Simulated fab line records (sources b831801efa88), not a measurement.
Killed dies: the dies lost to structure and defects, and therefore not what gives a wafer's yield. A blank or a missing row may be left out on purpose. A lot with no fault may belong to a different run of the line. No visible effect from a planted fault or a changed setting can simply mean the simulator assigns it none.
One fault seen from 2 desks + flow gf180mcu + only its own numbers are on each desk; what lay behind them is given at the end

== FROM THE METROLOGY DESK ==
Lot by lot, what the gauges showed, no matter which tool ran the lot: averages of those sampled wafers that carry a number. If a lot's mean is further than 4 standard deviations from the usual mean, the lot is out of limits and carries the mark OUT (the distance appears in the brackets).
Columns: A = M3_ALCU_RS at GF_M3_RS_MEAS_05, usual 0.0697 ohm/sq; B = M3_ALCU_THK at GF_M3_THK_MEAS_06, usual 460 nm
| lot  | first seen here | A                 | B              |
|------|-----------------|-------------------|----------------|
| L211 | day 20 08:23    | 0.0702            | 459            |
| L213 | day 21 04:36    | 0.0689            | 465            |
| L215 | day 22 08:10    | 0.0701            | 462            |
| L219 | day 23 21:39    | 0.0697            | 462            |
| L218 | day 23 21:59    | 0.0689            | 466            |
| L220 | day 24 18:17    | 0.0695            | 462            |
| L221 | day 24 18:54    | 0.0716            | 445            |
| L222 | day 25 01:44    | 0.0698            | 461            |
| L225 | day 25 22:37    | 0.0746 (+6.6) OUT | 439 (-4.4) OUT |
| L229 | day 26 17:30    | 0.0695            | 460            |
| L230 | day 27 02:07    | 0.0702            | 459            |
| L232 | day 27 14:49    | 0.0691            | 464            |
| L234 | day 28 03:25    | 0.0698            | 458            |
This desk's finding: out of limits on L225; first on L225, day 25 22:37 (M3_ALCU_RS at GF_M3_RS_MEAS_05). Within limits: L211, L213, L215, L219, L218, L220, L221, L222, L229, L230, L232, L234.

== DESK OF THE TOOL OWNER: pvd sputter-04 ==
The tool's own readings at GF_M3_SPUTTER_02 (material AlCu, target thk 450 nm, time 23.9 s): means of the sampled wafers that have a number, for each lot that ran on this tool. If a lot's mean is further than 4 standard deviations from the usual mean, the lot is out of limits and carries the mark OUT (the distance appears in the brackets).
Columns: A = throttle valve pct at GF_M3_SPUTTER_02, usual 29.6 %
| lot  | first seen here | A    |
|------|-----------------|------|
| L211 | day 20 08:16    | 29.3 |
| L215 | day 22 08:04    | 29.4 |
| L220 | day 24 18:10    | 29.4 |
| L222 | day 25 01:35    | 29.4 |
| L225 | day 25 22:32    | 29.4 |
This desk's finding: nothing out of limits on any of the 5 lots.

== TAKEN TOGETHER ==
L225 would have let the metrology desk raise an alarm at day 25 22:37.
Nothing out of limits was seen by the tool owner's desk.
The tool owner's desk has L225 on record, within its limits.
GF_M3_SPUTTER_02 was run on pvd sputter-04 by each of the lots named.

== WHAT WAS PUT IN BY THE SIMULATOR ==
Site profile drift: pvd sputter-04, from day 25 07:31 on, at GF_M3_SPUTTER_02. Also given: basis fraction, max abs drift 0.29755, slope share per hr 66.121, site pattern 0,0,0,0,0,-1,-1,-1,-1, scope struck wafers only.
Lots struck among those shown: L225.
Per desk, hours elapsed from the start of the fault to the first reading out of limits: for the metrology desk, 15.
